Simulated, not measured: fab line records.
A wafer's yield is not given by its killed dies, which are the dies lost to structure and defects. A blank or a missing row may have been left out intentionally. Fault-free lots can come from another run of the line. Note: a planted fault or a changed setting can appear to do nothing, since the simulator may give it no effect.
A struck lot beside a sound one ; flow gf180mcu ; 16 out of 602 route steps
Sound: these wafers, L849.1, L849.2, L849.6. Struck: wafers L842.2, L842.3, L842.4. The cause comes at the end.
At each step with rows: each side's tool, then ch and its chambers, then its first start. Under that, the readings that differ: sound wafers ; struck wafers ; difference of the means ; sigmas: that difference in standard deviations of wafers without a fault.
alike: same words and numbers on both sides, and readings whose means sit less than 2 such deviations apart. not compared: any withheld reading, any reading some wafer has no value for, any bound like >300 that may hide the same value, and any number with overlapping values for which the record gives no deviation.
Wherever a step has rows on one side only, a row that says differs or no value, or a row with sigmas, the two part there. Numbers that have no deviation but don't overlap get no sigmas and don't part them. A reading missing from all wafers of one side parts the sides only when that side holds two or more wafers.

GF_M3_SPUTTER_04: material TiN, target thk 50 nm, time 41.7 s.
  sound on pvdSputter-04 at day 26 04:46; struck on pvdSputter-04 at day 23 23:21
  alike: cathodeDcPowerW, throttleValvePct
GF_M3_RS_MEAS_05: a four-point-probe measurement.
  sound on filmMetro-01 at day 26 04:49; struck on filmMetro-01 at day 23 23:25
  alike: M3_ALCU_RS
GF_M3_THK_MEAS_06: measures by xrf.
  sound on filmMetro-01 at day 26 04:56; struck on filmMetro-01 at day 23 23:31
  alike: M3_ALCU_THK
then, 7 steps without rows for these wafers: GF_M3_DEHYDRATE_07 (time 60 s); GF_M3_HMDS_08 (prime time 60 s); GF_M3_COAT_09 (resist thk 1000 nm); GF_M3_SOFTBAKE_10 (time 60 s); GF_M3_EXPOSE_11 (exposes mask Metal3, target cd 280 nm); GF_M3_PEB_12 (peb time 90 s); GF_M3_DEVELOP_13 (develop time 60 s).
GF_M3_CD_MEAS_14 targets a cd of 280 nm.
  sound on cdSem-01 at day 27 01:17; struck on cdSem-01 at day 24 22:33
  alike: cdNm
GF_M3_OVL_MEAS_15:
  sound on overlay-01 at day 27 01:25; struck on overlay-01 at day 24 22:40
  alike: M3_OVL
GF_M3_METAL_ETCH_16: etches the open film in Cl2/BCl3, stops on SiO2, target depth 750.8 nm, time 125.1 s.
  sound on rieMetal-02 ch 0,1, day 27 01:26; struck on rieMetal-03 ch 1, day 24 22:44
reading;sound;struck;difference;sigmas
model.KrF_of_M3_COAT_09.thkNm (nm);677.6 683 684.3;575.4 578.6 581.8;-103.0;
  alike: biasW, drypumpMotorCurrentA, oesProductAu, throttleValvePct
  not compared: rfHoursCounterH
GF_M3_STRIP_17: strips in O2/N2.
  sound on plasmaAsher-01 ch 0,1, day 27 01:34; struck on plasmaAsher-04 ch 0,1, day 24 22:57
reading;sound;struck;difference;sigmas
oesProductAu (a.u.);0.539 0.535 0.536;0.497 0.492 0.497;-0.041;-9
stripTimeToEndpointS (s);7.31 7.37 7.38;6.31 6.33 6.36;-1.02;-26
  alike: drypumpMotorCurrentA, heaterPowerW
  not compared: rfHoursCounterH
then, 2 steps without rows for these wafers: GF_M3_STRIP_18 (strips in post etch residue remover, time 1200 s); GF_PASSIVATION_PROBE_99.

WHERE THEY PART
GF_M3_STRIP_17 only, going by this record.

WHY: the cause the simulator had injected
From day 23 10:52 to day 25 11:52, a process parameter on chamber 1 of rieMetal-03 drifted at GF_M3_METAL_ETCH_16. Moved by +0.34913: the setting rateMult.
